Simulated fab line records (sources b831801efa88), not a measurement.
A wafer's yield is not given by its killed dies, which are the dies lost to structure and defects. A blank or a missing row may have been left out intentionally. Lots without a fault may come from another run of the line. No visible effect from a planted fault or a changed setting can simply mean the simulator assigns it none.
Which of the tools did it? + flow sky130 + 14 lots, 42 wafers sampled, at 6 steps of a route of 708

== WHAT EACH GAUGE READ, for each wafer ==
SKY_LDD_N_TW_MEAS_17.
| lot  | measured     | on           | LDD_N_TW       |
|------|--------------|--------------|----------------|
| L450 | day 17 11:14 | filmMetro-01 | 2586 2601 2584 |
| L451 | day 18 00:54 | filmMetro-01 | 2603 2623 2592 |
| L452 | day 18 16:02 | filmMetro-03 | 2584 2587 2575 |
| L453 | day 19 00:34 | filmMetro-01 | 2614 2623 2616 |
| L454 | day 19 06:31 | filmMetro-04 | 2598 2600 2611 |
| L459 | day 21 02:19 | filmMetro-01 | 2464 2458 2437 |
| L460 | day 22 02:02 | filmMetro-03 | 2425 2424 2426 |
| L464 | day 23 06:34 | filmMetro-03 | 2549 2569 2576 |
| L465 | day 23 11:56 | filmMetro-04 | 2605 2606 2616 |
| L467 | day 24 23:59 | filmMetro-03 | 2561 2563 2572 |
| L468 | day 25 01:40 | filmMetro-03 | 2572 2585 2574 |
| L469 | day 25 00:55 | filmMetro-03 | 2548 2565 2572 |
| L471 | day 25 14:11 | filmMetro-04 | 2599 2599 2605 |
| L473 | day 26 01:37 | filmMetro-03 | 2573 2576 2564 |

SKY_LDD_HVP_OVL_MEAS_07.
| lot  | measured     | on         | LDD_HVP_OVL (nm) |
|------|--------------|------------|------------------|
| L450 | day 21 06:06 | overlay-02 | 1.6 0.4 0.9      |
| L451 | day 21 20:09 | overlay-02 | 1.2 2.2 -1.4     |
| L452 | day 22 21:02 | overlay-01 | 0.2 1.1 1.6      |
| L453 | day 22 21:14 | overlay-01 | 0.1 -1.2 1.3     |
| L454 | day 23 01:26 | overlay-02 | -2.2 -0.1 -1.2   |
| L464 | day 26 22:39 | overlay-01 | -0.1 1.0 0.7     |
| L465 | day 27 04:47 | overlay-01 | 1.6 0.8 0.5      |
| L467 | day 28 15:04 | overlay-01 | 1.2 1.9 1.0      |
| L468 | day 28 16:47 | overlay-02 | -1.1 1.4 0.8     |
| L469 | day 28 16:45 | overlay-01 | -2.8 -1.2 -1.8   |
| L471 | day 29 05:35 | overlay-01 | -1.3 -0.4 -0.4   |
| L473 | day 29 16:27 | overlay-02 | 1.8 2.8 2.4      |

SKY_RES_XHIGH_TW_MEAS_09.
| lot  | measured     | on           | RES_XHIGH_TW   |
|------|--------------|--------------|----------------|
| L450 | day 26 10:10 | filmMetro-04 | 1645 1645 1652 |
| L451 | day 26 21:05 | filmMetro-01 | 1660 1663 1658 |
| L452 | day 27 21:29 | filmMetro-04 | 1663 1650 1653 |
| L453 | day 28 01:08 | filmMetro-01 | 1645 1655 1654 |
| L454 | day 28 04:10 | filmMetro-04 | 1644 1649 1658 |
| L464 | day 31 20:18 | filmMetro-04 | 1648 1642 1654 |
| L465 | day 32 01:31 | filmMetro-04 | 1661 1659 1661 |
| L467 | day 33 10:05 | filmMetro-01 | 1657 1660 1656 |
| L468 | day 33 11:17 | filmMetro-04 | 1653 1651 1646 |
| L469 | day 33 11:34 | filmMetro-02 | 1649 1651 1646 |
| L471 | day 33 22:56 | filmMetro-01 | 1656 1657 1649 |
| L473 | day 34 10:46 | filmMetro-02 | 1656 1654 1652 |

== TOOL THAT RAN EACH LOT (tool first, then ch and the chambers of the sampled wafers, then the start) ==
| lot  | SKY_FIELD_ISO_STRIP_16             | SKY_LDD_N_IMPLANT_10            | SKY_LDD_N_STRIP_16                  |
|------|------------------------------------|---------------------------------|-------------------------------------|
| L450 | plasmaAsher-04 ch 0,1, day 2 03:53 | implanter-02 ch 0, day 17 10:14 | plasmaAsher-04 ch 0,1, day 17 11:07 |
| L451 | plasmaAsher-04 ch 1, day 2 09:53   | implanter-01 ch 0, day 17 23:54 | plasmaAsher-04 ch 1, day 18 00:48   |
| L452 | plasmaAsher-04 ch 0,1, day 2 15:12 | implanter-01 ch 0, day 18 15:05 | plasmaAsher-04 ch 0,1, day 18 15:56 |
| L453 | plasmaAsher-04 ch 0,1, day 2 20:29 | implanter-02 ch 0, day 18 23:34 | plasmaAsher-01 ch 0,1, day 19 00:28 |
| L454 | plasmaAsher-04 ch 0,1, day 3 01:09 | implanter-01 ch 0, day 19 05:33 | plasmaAsher-02 ch 0,1, day 19 06:26 |
| L459 | plasmaAsher-03 ch 1, day 4 03:38   | implanter-03, day 21 01:20      | plasmaAsher-04 ch 0,1, day 21 02:12 |
| L460 | plasmaAsher-04 ch 0,1, day 4 09:37 | implanter-01, day 22 01:02      | plasmaAsher-02 ch 0,1, day 22 01:55 |
| L464 | plasmaAsher-02 ch 0,1, day 5 07:47 | implanter-01 ch 0, day 23 05:34 | plasmaAsher-01 ch 0,1, day 23 06:28 |
| L465 | plasmaAsher-03 ch 0,1, day 5 10:28 | implanter-03 ch 0, day 23 10:58 | plasmaAsher-02 ch 0,1, day 23 11:50 |
| L467 | plasmaAsher-03 ch 0,1, day 6 00:30 | implanter-03 ch 0, day 24 23:02 | plasmaAsher-01 ch 0,1, day 24 23:53 |
| L468 | plasmaAsher-03 ch 0,1, day 6 04:22 | implanter-03 ch 0, day 25 00:41 | plasmaAsher-01 ch 0, day 25 01:33   |
| L469 | plasmaAsher-04 ch 0,1, day 6 09:11 | implanter-01 ch 0, day 24 23:55 | plasmaAsher-02 ch 0,1, day 25 00:49 |
| L471 | plasmaAsher-03 ch 1, day 6 20:13   | implanter-01 ch 0, day 25 13:11 | plasmaAsher-01 ch 1, day 25 14:04   |
| L473 | plasmaAsher-03 ch 0,1, day 7 07:23 | implanter-03 ch 0, day 26 00:35 | plasmaAsher-02 ch 0,1, day 26 01:28 |
- SKY_FIELD_ISO_STRIP_16: strips in O2/N2.
- SKY_LDD_N_IMPLANT_10
- SKY_LDD_N_STRIP_16: strips in O2/N2.

== AS READ BY THE TOOLS THEMSELVES (means over the sampled wafers that have a number; for cases with no such wafer, the mark the record gives instead) ==
SKY_FIELD_ISO_STRIP_16.
| lot  | tool           | drypumpMotorCurrentA (A) | oesProductAu (a.u.) | stripTimeToEndpointS (s) |
|------|----------------|--------------------------|---------------------|--------------------------|
| L450 | plasmaAsher-04 | 5.1                      | 0.379               | 3.541                    |
| L451 | plasmaAsher-04 | 5.1                      | 0.377               | 3.558                    |
| L452 | plasmaAsher-04 | 5.1                      | 0.375               | 3.576                    |
| L453 | plasmaAsher-04 | 5.1                      | 0.378               | 3.523                    |
| L454 | plasmaAsher-04 | 5.1                      | 0.380               | 3.548                    |
| L459 | plasmaAsher-03 | 5.8                      | 0.378               | 3.574                    |
| L460 | plasmaAsher-04 | 5.1                      | 0.379               | 3.515                    |
| L464 | plasmaAsher-02 | 6.3                      | 0.381               | 3.550                    |
| L465 | plasmaAsher-03 | 5.3                      | 0.381               | 3.546                    |
| L467 | plasmaAsher-03 | 5.3                      | 0.372               | 3.548                    |
| L468 | plasmaAsher-03 | 5.3                      | 0.381               | 3.561                    |
| L469 | plasmaAsher-04 | 5.1                      | 0.380               | 3.567                    |
| L471 | plasmaAsher-03 | 5.8                      | 0.377               | 3.528                    |
| L473 | plasmaAsher-03 | 5.3                      | 0.378               | 3.536                    |

SKY_LDD_N_IMPLANT_10.
| lot  | tool         | beamEnergyKeV | beamOnS (s) |
|------|--------------|---------------|-------------|
| L450 | implanter-02 | 19.997        | 9.87        |
| L451 | implanter-01 | 19.998        | 10.03       |
| L452 | implanter-01 | 19.999        | 10.02       |
| L453 | implanter-02 | 20.002        | 9.94        |
| L454 | implanter-01 | 20.001        | 9.99        |
| L459 | implanter-03 | -             | -           |
| L460 | implanter-01 | -             | -           |
| L464 | implanter-01 | 20.001        | 9.73        |
| L465 | implanter-03 | 20.001        | 9.79        |
| L467 | implanter-03 | 19.996        | 10.01       |
| L468 | implanter-03 | 20.002        | 9.94        |
| L469 | implanter-01 | 19.994        | 10.01       |
| L471 | implanter-01 | 19.995        | 9.89        |
| L473 | implanter-03 | 20.002        | 9.85        |

SKY_LDD_N_STRIP_16.
| lot  | tool           | drypumpMotorCurrentA (A) | oesProductAu (a.u.) | stripTimeToEndpointS (s) |
|------|----------------|--------------------------|---------------------|--------------------------|
| L450 | plasmaAsher-04 | 5.1                      | 0.405               | 4.307                    |
| L451 | plasmaAsher-04 | 5.1                      | 0.411               | 4.334                    |
| L452 | plasmaAsher-04 | 5.1                      | 0.406               | 4.320                    |
| L453 | plasmaAsher-01 | 5.6                      | 0.408               | 4.313                    |
| L454 | plasmaAsher-02 | 6.4                      | 0.412               | 4.326                    |
| L459 | plasmaAsher-04 | 5.1                      | 0.409               | 4.134                    |
| L460 | plasmaAsher-02 | 6.4                      | 0.408               | 4.159                    |
| L464 | plasmaAsher-01 | 5.9                      | 0.407               | 4.351                    |
| L465 | plasmaAsher-02 | 6.3                      | 0.409               | 4.322                    |
| L467 | plasmaAsher-01 | 5.6                      | 0.406               | 4.316                    |
| L468 | plasmaAsher-01 | 6.1                      | 0.405               | 4.330                    |
| L469 | plasmaAsher-02 | 6.3                      | 0.410               | 4.315                    |
| L471 | plasmaAsher-01 | 5.4                      | 0.405               | 4.315                    |
| L473 | plasmaAsher-02 | 6.3                      | 0.405               | 4.301                    |

== THE ANSWER, worked out from the rows above alone ==
Rule: what is usual is taken from the lots themselves. Put in order of their means at a reading, lots are off if they are a third of the lots or fewer, leave a main group of 4 or more, and stand apart from it by a gap of 3 or more times the standard deviation of the main group's means; of several such gaps the widest counts. Not used: any main group whose means are identical at the precision the tables above print for the reading. Also off: a lot with no number at a reading for which 4 or more lots have one. Where the step has rows for the other lots, those lots are counted as sound. First the gauges in route order, then the tools' own readings, where a lot's mean is used as printed above. The first step at which some lot is off is used, and at that step the reading that is off furthest; a lot without a number counts as furthest.
Off: L459, L460, at SKY_LDD_N_TW_MEAS_17 (LDD_N_TW). The main group: mean 2587, standard deviation 19.
If a tool, at a process step before that reading, ran all the lots that are off and no sound lot after the first of them, it fits. Not tried: the gauges at SKY_LDD_N_TW_MEAS_17; whatever is off there is also off at SKY_LDD_N_IMPLANT_10, on other tools, and gauge error can't account for it. None of those tried fits.

== WHAT THE SIMULATOR HAD INSERTED ==
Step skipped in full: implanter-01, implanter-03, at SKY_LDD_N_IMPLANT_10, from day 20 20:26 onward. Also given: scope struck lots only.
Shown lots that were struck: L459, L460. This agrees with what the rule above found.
